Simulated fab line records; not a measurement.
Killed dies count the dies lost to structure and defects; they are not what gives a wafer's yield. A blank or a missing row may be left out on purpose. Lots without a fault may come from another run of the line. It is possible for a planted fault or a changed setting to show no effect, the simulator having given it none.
Comparing a struck lot with a sound one :: flow sky130 :: 15 steps out of a route of 708
Sound: the wafers L832.1, L832.4, L832.6. Struck: wafers L845.3, L845.4, L845.5. Last of all comes the cause.
Order at every step that has rows: each side's tool, ch and its chambers, its first start. Under that, the readings that differ: sound wafers :: struck wafers :: difference of the means :: sigmas: that difference in standard deviations of wafers without a fault.
alike: readings whose means differ by less than 2 such deviations, and words and numbers that are the same on both sides. not compared: withheld readings, readings that some wafer has no value for, bounds like >300 that may hide the same value, and numbers for which the record gives no deviation and whose values overlap.
A row with sigmas, a row that says differs or no value, or rows on one side alone: a step with any of these is where the two part. Non-overlapping numbers with no deviation appear without sigmas and do not part them. A reading missing from all wafers of one side parts the sides only when that side holds two or more wafers.

first, 7 steps without rows for these wafers: SKY_LDD_LDN_DEHYDRATE_00 (time 60 s); SKY_LDD_LDN_HMDS_01 (prime time 60 s); SKY_LDD_LDN_COAT_02 (resist thk 1140 nm); SKY_LDD_LDN_SOFTBAKE_03 (time 60 s); SKY_LDD_LDN_EXPOSE_04 (exposes mask LDNTM, target cd 700 nm); SKY_LDD_LDN_PEB_05; SKY_LDD_LDN_DEVELOP_06 (develop time 60 s).
SKY_LDD_LDN_OVL_MEAS_07:
  sound on overlay-02, day 22 22:13; struck on overlay-02, day 27 21:08
  alike: LDD_LDN_OVL
then, 4 steps without rows for these wafers: SKY_LDD_LDN_IMPLANT_08; SKY_LDD_LDN_IMPLANT_09; SKY_LDD_LDN_IMPLANT_10; SKY_LDD_LDN_IMPLANT_11.
SKY_LDD_LDN_STRIP_12: strips in O2/N2.
  sound on plasmaAsher-04 ch 0,1, day 22 22:52; struck on plasmaAsher-02 ch 0,1, day 27 21:48
  no value came back on the struck wafers for any of 5 readings (chamberPressureMTorr (mTorr), drypumpMotorCurrentA (A) and others); on the sound wafers chamberPressureMTorr (mTorr) reads 1497.3 1501.9 1500.8
reading: model.NOVOLAK_of_LDD_LDN_COAT_02.thkNm (nm)
sound: 0 0 0
struck: 1139 1141 1143
difference: +1141
sigmas: 
  not compared: rfHoursCounterH
SKY_LDD_LDN_TW_MEAS_13:
  sound on filmMetro-04, day 22 22:58; struck on filmMetro-04, day 27 21:53
  alike: LDD_LDN_TW
-- here the record skips 21 days between the struck wafers' starts before and after, leaving off in module LDD_LDN and picking up in module PAD_OPEN (first step shown: number 708 of the route) --
SKY_PAD_OPEN_PROBE_99:
  sound on prober-01, day 45 20:05; struck on prober-01, day 49 03:55
reading: killedAtFrontEnd
sound: 15 10 16
struck: 414 429 411
difference: +404
sigmas: +99 or more

reading: killedAtOther
sound: 0 2 2
struck: 0 0 0
difference: -1
sigmas: -2

reading: killedDies
sound: 84 84 86
struck: 492 492 492
difference: +407
sigmas: +44

reading: killedOnRim
sound: 17 17 17
struck: 96 96 96
difference: +79
sigmas: +23
  alike: killed_at_M0_to_M3, killed_at_M4_up, killedAtContacts, killedOpen, killedShort

## WHERE THEY PART
At SKY_LDD_LDN_STRIP_12 first; at SKY_PAD_OPEN_PROBE_99 last (within this record only).

WHY: what had been put in by the simulator
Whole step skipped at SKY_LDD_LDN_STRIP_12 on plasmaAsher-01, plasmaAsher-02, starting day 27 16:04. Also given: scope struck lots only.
